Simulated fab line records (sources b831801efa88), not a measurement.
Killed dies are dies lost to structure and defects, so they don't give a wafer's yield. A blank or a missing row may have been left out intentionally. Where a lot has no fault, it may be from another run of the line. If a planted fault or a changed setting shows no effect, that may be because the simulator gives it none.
One fault seen from 2 desks :: flow sky130 :: each desk holds nothing but its own numbers, with what lay behind them at the end

== METROLOGY DESK ==
What the gauges read for every lot (on any tool): the sampled wafers with a number, averaged. The brackets show how far a lot's mean lies from the usual mean; more than 4 standard deviations puts the lot out of limits, marked OUT.
Columns: A = VT_ADJUST_HVTR_TW at SKY_VT_ADJUST_HVTR_TW_MEAS_11, usual 211.7; B = SONOS_TUNNEL_TW at SKY_SONOS_TUNNEL_TW_MEAS_12, usual 198.5; C = SONOS_ONO_CVD_04_THK at SKY_SONOS_ONO_THK_MEAS_05, usual 5.68 nm
lot: L628
first seen here: day 9 06:32
A: 210.1
B: 199.5
C: 5.76

lot: L629
first seen here: day 9 20:28
A: 212.1
B: 199.7
C: 5.70

lot: L630
first seen here: day 10 04:16
A: 212.8
B: 198.7
C: 5.74

lot: L633
first seen here: day 10 23:17
A: 213.6
B: 197.1
C: 5.59

lot: L636
first seen here: day 11 18:02
A: 210.9
B: 196.8
C: 5.75

lot: L638
first seen here: day 12 13:34
A: 212.2
B: 208.3 (+8.2) OUT
C: 5.56

lot: L641
first seen here: day 13 10:32
A: 212.9
B: 198.0
C: 5.59

lot: L642
first seen here: day 14 02:07
A: 212.7
B: 208.6 (+8.4) OUT
C: 5.77

lot: L645
first seen here: day 15 02:18
A: 211.3
B: 199.2
C: 5.71

lot: L649
first seen here: day 16 02:42
A: 212.3
B: 197.5
C: 5.83

lot: L650
first seen here: day 16 05:22
A: 210.9
B: 197.7
C: 5.65

lot: L651
first seen here: day 16 13:39
A: 212.4
B: 198.1
C: 5.82
This desk's finding: out of limits on L638, L642; first on L638, day 14 19:16 (SONOS_TUNNEL_TW at SKY_SONOS_TUNNEL_TW_MEAS_12). In limits: L628, L629, L630, L633, L636, L641, L645, L649, L650, L651.

== TOOL OWNER'S DESK, implanter-02 ==
SKY_SONOS_TUNNEL_IMPLANT_09, tool's own readings: per-lot mean of the sampled wafers with a number, covering each lot this tool ran. The brackets show how far a lot's mean lies from the usual mean; more than 4 standard deviations puts the lot out of limits, marked OUT.
Columns: A = beam_energy_keV at SKY_SONOS_TUNNEL_IMPLANT_09, usual 20.000; B = beam_on_s at SKY_SONOS_TUNNEL_IMPLANT_09, usual 10.03 s
lot: L628
first seen here: day 11 03:00
A: 19.999
B: 10.14

lot: L630
first seen here: day 12 02:26
A: 20.002
B: 9.73

lot: L633
first seen here: day 13 00:42
A: 20.000
B: 10.14

lot: L636
first seen here: day 13 21:02
A: 20.002
B: 10.26

lot: L638
first seen here: day 14 18:52
A: 25.487 (+99 or more) OUT
B: 9.93

lot: L642
first seen here: day 16 07:15
A: 25.482 (+99 or more) OUT
B: 10.05
This desk's finding: out of limits on L638, L642; first on L638, day 14 18:52 (beam_energy_keV at SKY_SONOS_TUNNEL_IMPLANT_09). In limits: L628, L630, L633, L636.

== BROUGHT TOGETHER ==
An alarm could have come from the tool owner's desk at day 14 18:52, on L638, L642.
At day 14 19:16 the metrology desk could have sounded an alarm, on L638, L642.
All the named lots went through SKY_SONOS_TUNNEL_IMPLANT_09 on implanter-02.

== WHAT THE SIMULATOR HAD PUT IN ==
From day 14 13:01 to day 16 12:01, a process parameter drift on implanter-02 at SKY_SONOS_TUNNEL_IMPLANT_09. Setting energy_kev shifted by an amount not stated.
Shown lots that were struck: L638, L642.
Delay (hours) between the fault's onset and each desk's first out-of-limits reading: 6 at the tool owner's desk, 6 at the metrology desk.
